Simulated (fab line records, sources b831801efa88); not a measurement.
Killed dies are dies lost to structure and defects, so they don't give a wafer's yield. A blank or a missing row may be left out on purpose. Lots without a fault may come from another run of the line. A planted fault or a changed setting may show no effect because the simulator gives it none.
Which tool did it? | flow gf180mcu | 14 lots, 42 wafers sampled, at 4 steps of a route of 602

WHAT THE GAUGES READ, wafer by wafer
GF_V4_OVL_MEAS_15. Usual: V4_OVL -2 nm, standard deviation 6.6.
lot  | measured     | on         | V4_OVL (nm) | flag
L761 | day 24 04:50 | overlay-01 | -16 -10 -11 |
L763 | day 24 23:02 | overlay-02 | 1 3 0       |
L764 | day 25 08:17 | overlay-02 | 2 -1 1      |
L765 | day 25 13:02 | overlay-02 | 7 2 10      |
L766 | day 26 04:51 | overlay-02 | 4 2 3       |
L767 | day 26 14:14 | overlay-01 | -6 -5 -5    |
L768 | day 26 18:14 | overlay-01 | 1 4 -6      |
L770 | day 27 09:22 | overlay-01 | 6 4 2       |
L773 | day 28 07:28 | overlay-01 | -4 0 0      |
L775 | day 29 00:05 | overlay-02 | -6 -4 -3    |
L776 | day 29 02:38 | overlay-01 | 0 -2 -2     |
L782 | day 30 22:31 | overlay-02 | 10 -2 -3    |
L783 | day 31 10:53 | overlay-02 | 3 0 3       |
L784 | day 31 12:08 | overlay-01 | 6 3 14      |

GF_PASSIVATION_THK_MEAS_03. Usual: PASSIVATION_CVD_02_THK 699 nm, standard deviation 8.9.
lot  | measured     | on            | PASSIVATION_CVD_02_THK (nm) | flag
L761 | day 28 00:18 | film_metro-04 | 690 689 708                 |
L763 | day 28 17:19 | film_metro-03 | 704 695 715                 |
L764 | day 29 01:11 | film_metro-04 | 697 695 700                 |
L765 | day 29 04:48 | film_metro-03 | 691 690 692                 |
L766 | day 29 18:24 | film_metro-04 | 678 696 706                 |
L767 | day 30 02:08 | film_metro-03 | 701 693 706                 |
L768 | day 30 08:53 | film_metro-04 | 688 681 688                 |
L770 | day 30 20:27 | film_metro-01 | 684 694 697                 |
L773 | day 31 15:44 | film_metro-01 | 701 706 713                 |
L775 | day 32 05:57 | film_metro-01 | 677 691 698                 |
L776 | day 32 09:03 | film_metro-04 | 698 711 712                 |
L784 | day 34 10:18 | film_metro-01 | 695 709 703                 |

WHICH TOOL RAN EACH LOT (tool, then ch and the chambers of the sampled wafers, then the start)
lot  | GF_V4_ETCH_16                      | GF_TOP_METAL_SPUTTER_03
L761 | rie_diel-04 ch 0,1,3, day 24 04:52 | pvd_sputter-04, day 27 03:42
L763 | rie_diel-04 ch 0,2, day 24 23:04   | pvd_sputter-04, day 27 21:01
L764 | rie_diel-02 ch 1,2,3, day 25 08:19 | pvd_sputter-03, day 28 04:16
L765 | rie_diel-02 ch 0,2,3, day 25 13:04 | pvd_sputter-03, day 28 08:07
L766 | rie_diel-01 ch 0,2,3, day 26 04:53 | pvd_sputter-04, day 28 22:05
L767 | rie_diel-01 ch 1,3, day 26 14:16   | pvd_sputter-02, day 29 05:48
L768 | rie_diel-02 ch 0,1,3, day 26 18:16 | pvd_sputter-03, day 29 13:16
L770 | rie_diel-01 ch 0,1, day 27 09:25   | pvd_sputter-02, day 30 00:58
L773 | rie_diel-01 ch 1,2,3, day 28 07:31 | pvd_sputter-03, day 30 20:38
L775 | rie_diel-01 ch 1,2, day 29 00:07   | pvd_sputter-04, day 31 11:33
L776 | rie_diel-04 ch 0,2,3, day 29 02:40 | pvd_sputter-04, day 31 14:58
L782 | rie_diel-01 ch 0,2, day 30 22:34   | pvd_sputter-02, day 33 06:38
L783 | rie_diel-04 ch 0,3, day 31 10:55   | pvd_sputter-04, day 33 16:47
L784 | rie_diel-01 ch 0,3, day 31 12:10   | pvd_sputter-03, day 33 18:16
- GF_V4_ETCH_16: etches BARC in N2/H2.
- GF_TOP_METAL_SPUTTER_03: material Ti, target thk 5 nm, time 3.3 s.

WHAT THE TOOLS THEMSELVES READ (means of the sampled wafers that have a number; where no wafer has one, the mark that the record gives instead)
GF_V4_ETCH_16. Usual: drypump_motor_current_A 5.7 A, standard deviation 0.33; oes_product_au 0.856 a.u., standard deviation 0.0053; throttle_valve_pct 13.225 %, standard deviation 0.0094.
lot  | tool        | drypump_motor_current_A (A) | oes_product_au (a.u.) | throttle_valve_pct (%) | flag
L761 | rie_diel-04 | 6.1                         | 0.859                 | 13.229                 |
L763 | rie_diel-04 | 5.7                         | 0.855                 | 13.225                 |
L764 | rie_diel-02 | 6.0                         | 0.854                 | 13.230                 |
L765 | rie_diel-02 | 5.6                         | 0.852                 | 13.224                 |
L766 | rie_diel-01 | 5.5                         | 0.856                 | 13.214                 |
L767 | rie_diel-01 | 5.7                         | 0.856                 | 13.216                 |
L768 | rie_diel-02 | 5.8                         | 0.857                 | 13.217                 |
L770 | rie_diel-01 | 5.5                         | 0.856                 | 13.218                 |
L773 | rie_diel-01 | 5.7                         | 0.852                 | 13.222                 |
L775 | rie_diel-01 | 5.7                         | 0.855                 | 13.215                 |
L776 | rie_diel-04 | 5.9                         | 0.856                 | 13.227                 |
L782 | rie_diel-01 | 5.4                         | 0.857                 | 13.229                 |
L783 | rie_diel-04 | 5.8                         | 0.858                 | 13.224                 |
L784 | rie_diel-01 | 5.6                         | 0.856                 | 13.220                 |

GF_TOP_METAL_SPUTTER_03. Usual: cathode_dc_power_W 2999.9 W, standard deviation 0.51; chamber_pressure_pa 0.3001 Pa, standard deviation 0.00064; substrate_temp_c 299.98 C, standard deviation 0.19; throttle_valve_pct 30.3 %, standard deviation 1.1.
lot  | tool           | cathode_dc_power_W (W) | chamber_pressure_pa (Pa) | substrate_temp_c (C) | throttle_valve_pct (%) | flag
L761 | pvd_sputter-04 | 2999.9                 | 0.3008                   | 300.21               | 29.8                   |
L763 | pvd_sputter-04 | 2999.7                 | 0.3004                   | 300.06               | 29.1                   |
L764 | pvd_sputter-03 | 2999.5                 | 0.3000                   | 300.24               | 30.2                   |
L765 | pvd_sputter-03 | 2999.9                 | 0.3001                   | 299.89               | 30.6                   |
L766 | pvd_sputter-04 | 2999.9                 | 0.3000                   | 300.02               | 30.5                   |
L767 | pvd_sputter-02 | 3000.0                 | 0.3002                   | 300.12               | 30.0                   |
L768 | pvd_sputter-03 | 3000.4                 | 0.3000                   | 299.91               | 30.3                   |
L770 | pvd_sputter-02 | 3000.0                 | 0.3005                   | 300.06               | 29.6                   |
L773 | pvd_sputter-03 | 2999.6                 | 0.3001                   | 300.01               | 30.9                   |
L775 | pvd_sputter-04 | 2999.8                 | 0.3003                   | 299.91               | 29.9                   |
L776 | pvd_sputter-04 | 3000.0                 | 0.2996                   | 299.94               | 29.1                   |
L782 | pvd_sputter-02 | -                      | -                        | -                    | -                      | OFF
L783 | pvd_sputter-04 | -                      | -                        | -                    | -                      | OFF
L784 | pvd_sputter-03 | 3000.0                 | 0.2996                   | 299.90               | 30.0                   |

THE ANSWER, worked out from the rows above alone
Rule: a lot is off if the mean of its wafers that have a number lies more than 3 standard deviations from the usual mean. A lot without any number at a reading at which 4 lots or more have one is off too. The other lots that the step has rows for count as sound. The gauges are gone through in route order, then the tools' own readings, and for those a lot's mean is taken as printed above. The first step at which some lot is off is used, and at that step the reading that is off furthest; a lot without a number counts as furthest.
Off: L782, L783, at GF_TOP_METAL_SPUTTER_03 (cathode_dc_power_W). Without a number there: L782, L783.
A tool fits if, at that step or a process step before it, it ran every lot that is off, and no sound lot after the first of them. None of those tried fits.

WHAT THE SIMULATOR HAD PUT IN
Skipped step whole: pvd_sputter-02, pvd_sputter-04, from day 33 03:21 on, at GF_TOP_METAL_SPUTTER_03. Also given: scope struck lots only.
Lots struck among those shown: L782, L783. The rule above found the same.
